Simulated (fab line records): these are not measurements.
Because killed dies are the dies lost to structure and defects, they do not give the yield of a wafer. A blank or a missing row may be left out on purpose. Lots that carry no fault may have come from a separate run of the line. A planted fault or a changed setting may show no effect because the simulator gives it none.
Chamber matching :: flow gf180mcu :: GF_V5_ETCH_16 on rie diel-03 has 4 sister chambers
The step etches BARC in N2/H2. 8 wafers are shown with their chamber, then 9 later ones without.

== EACH WAFER AND ITS CHAMBER ==
wafer: L075.2
chamber: 3
rf fwd power W (W): 497.3
oes product au (a.u.): 0.855

wafer: L084.1
chamber: 0
rf fwd power W (W): 491.6
oes product au (a.u.): 0.857

wafer: L084.2
chamber: 3
rf fwd power W (W): 494.5
oes product au (a.u.): 0.846

wafer: L084.6
chamber: 0
rf fwd power W (W): 492.4
oes product au (a.u.): 0.851

wafer: L086.5
chamber: 1
rf fwd power W (W): 491.1
oes product au (a.u.): 0.852

wafer: L089.1
chamber: 1
rf fwd power W (W): 489.5
oes product au (a.u.): 0.842

wafer: L089.4
chamber: 2
rf fwd power W (W): 496.7
oes product au (a.u.): 0.856

wafer: L089.5
chamber: 2
rf fwd power W (W): 494.4
oes product au (a.u.): 0.853

== WAFERS WITHOUT THEIR CHAMBER ==
wafer: L092.3
rf fwd power W (W): 495.6
oes product au (a.u.): 0.858

wafer: L092.4
rf fwd power W (W): 488.8
oes product au (a.u.): 0.852

wafer: L092.5
rf fwd power W (W): 495.5
oes product au (a.u.): 0.858

wafer: L094.2
rf fwd power W (W): 497.7
oes product au (a.u.): 0.855

wafer: L094.3
rf fwd power W (W): 493.7
oes product au (a.u.): 0.860

wafer: L094.5
rf fwd power W (W): 493.0
oes product au (a.u.): 0.854

wafer: L095.4
rf fwd power W (W): 496.3
oes product au (a.u.): 0.859

wafer: L095.5
rf fwd power W (W): 492.5
oes product au (a.u.): 0.854

wafer: L095.6
rf fwd power W (W): 496.8
oes product au (a.u.): 0.847

== CHAMBER TAKEN BY EACH ==
wafer: L092.3
from the rows above: can't be placed: 2 or 3 or 0
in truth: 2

wafer: L092.4
from the rows above: can't be placed: 1 or 0
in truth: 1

wafer: L092.5
from the rows above: can't be placed: 2 or 3 or 0
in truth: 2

wafer: L094.2
from the rows above: can't be placed: 2 or 3
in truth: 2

wafer: L094.3
from the rows above: can't be placed: 0 or 2 or 3 or 1
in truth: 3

wafer: L094.5
from the rows above: can't be placed: 0 or 2 or 3 or 1
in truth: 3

wafer: L095.4
from the rows above: can't be placed: 2 or 3
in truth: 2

wafer: L095.5
from the rows above: can't be placed: 0 or 1 or 2
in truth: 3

wafer: L095.6
from the rows above: can't be placed: 3 or 2
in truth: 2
0 of 9 placed correctly. Can't be placed from these rows: 9 (the true chamber is among the candidates in 8). Wrongly placed: 0.
How it was worked out, from the rows above alone: a wafer's distance from a chamber is the root of the sum, over the readings, of the square of ((its reading less the chamber's mean) divided by the reading's scatter). The wafer belongs to the nearest chamber; if the next one is less than 2 further off, it can't be placed. Each chamber's mean is taken over the wafers shown for it. The scatter: take each reading less its chamber's mean, square it, sum over the shown wafers, divide by the number of wafers less the number of chambers, and take the root.
